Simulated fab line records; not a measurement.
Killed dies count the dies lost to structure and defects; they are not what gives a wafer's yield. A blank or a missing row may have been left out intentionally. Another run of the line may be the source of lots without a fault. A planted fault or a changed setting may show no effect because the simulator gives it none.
A lot that was struck, set against a sound lot :: flow gf180mcu :: 17 steps out of a route of 602
Sound: the wafers L291.2, L291.4, L291.6. Wafers L284.1, L284.2, L284.6 were the ones struck. At the end, the cause is stated.
Order at every step that has rows: each side's tool, ch and its chambers, its first start. Under that, the readings that differ: sound wafers :: struck wafers :: difference of the means :: sigmas: that difference in standard deviations of wafers without a fault.
alike: words and numbers the same on both sides, and readings whose means are apart by under 2 such deviations; not compared: readings that were withheld, readings missing a value for some wafer, numbers with overlapping values and no deviation given by the record, and bounds like >300 which may hide the same value.
The two part at a step that has a row with sigmas, a row that says differs or no value, or rows on one side only. Numbers that have no deviation but don't overlap get no sigmas and don't part them. A reading that every wafer of one side lacks parts them only if that side has two wafers or more.

first, 6 steps without rows for these wafers: GF_M1_HMDS_08 (prime time 60 s); GF_M1_COAT_09 (resist thk 1000 nm); GF_M1_SOFTBAKE_10 (time 60 s); GF_M1_EXPOSE_11 (exposes mask Metal1, target cd 230 nm); GF_M1_PEB_12 (peb time 90 s); GF_M1_DEVELOP_13 (develop time 60 s).
GF_M1_CD_MEAS_14: target cd 230 nm.
  sound on cdSem-02 at day 22 18:49; struck on cdSem-01 at day 20 03:48
  alike: cdNm
GF_M1_OVL_MEAS_15:
  sound on overlay-01 at day 22 18:55; struck on overlay-02 at day 20 03:55
  alike: M1_OVL
GF_M1_METAL_ETCH_16: etches the open film in Cl2/BCl3, stops on SiO2, target depth 627.5 nm, time 104.6 s.
  sound on rieMetal-03 ch 1, day 22 18:59; struck on rieMetal-03 ch 0,1, day 20 03:57
  alike: drypumpMotorCurrentA, oesProductAu, throttleValvePct
  not compared: rfHoursCounterH
GF_M1_STRIP_17: strips in O2/N2.
  sound on plasmaAsher-04 ch 0,1, day 22 19:11; struck on plasmaAsher-04 ch 0,1, day 20 04:04
  alike: drypumpMotorCurrentA, heaterPowerW, n2FlowSccm, oesProductAu, stripTimeToEndpointS
  not compared: rfHoursCounterH
then, 2 steps without rows for these wafers: GF_M1_STRIP_18 (strips in post etch residue remover, time 1200 s); GF_M1_CLEAN_19 (cleans in DIW).
GF_V1_CVD_00: deposits SiO2, target thk 600 nm, time 100 s.
  sound on hdpcvd-02 ch 0,2, day 22 19:43; struck on hdpcvd-01 ch 0,1,2, day 20 04:36
  no value came back on the struck wafers for pressureMtorr (mTorr), runLengthS (s); on the sound wafers pressureMtorr (mTorr) reads 6.026 6.002 5.990
GF_V1_CVD_02: deposits SiO2 from TEOS, target thk 850 nm, time 94.851 s.
  sound on pecvd-03 ch 0,2, day 22 19:50; struck on pecvd-03 ch 1,2, day 20 04:44
  alike: heaterPowerOuterW, heaterPowerW
GF_V1_CMP_04: polishes SiO2.
  sound on cmp-01 ch 2,3, day 22 19:58; struck on cmp-02 ch 0,2,3, day 20 04:55
  alike: motorCurrentA
GF_V1_BOW_MEAS_05:
  sound on filmMetro-04 at day 22 20:19; struck on filmMetro-04 at day 20 05:13
reading: V1_BOW (um)
sound: 83 95 88
struck: 56 47 54
difference: -36
sigmas: -5
then, 1 step without rows for these wafers: GF_V1_DEHYDRATE_06 (time 60 s).

WHERE THEY PART
Last at GF_V1_BOW_MEAS_05 as far as this record goes, first at GF_V1_CVD_00.

WHY: what had been put in by the simulator
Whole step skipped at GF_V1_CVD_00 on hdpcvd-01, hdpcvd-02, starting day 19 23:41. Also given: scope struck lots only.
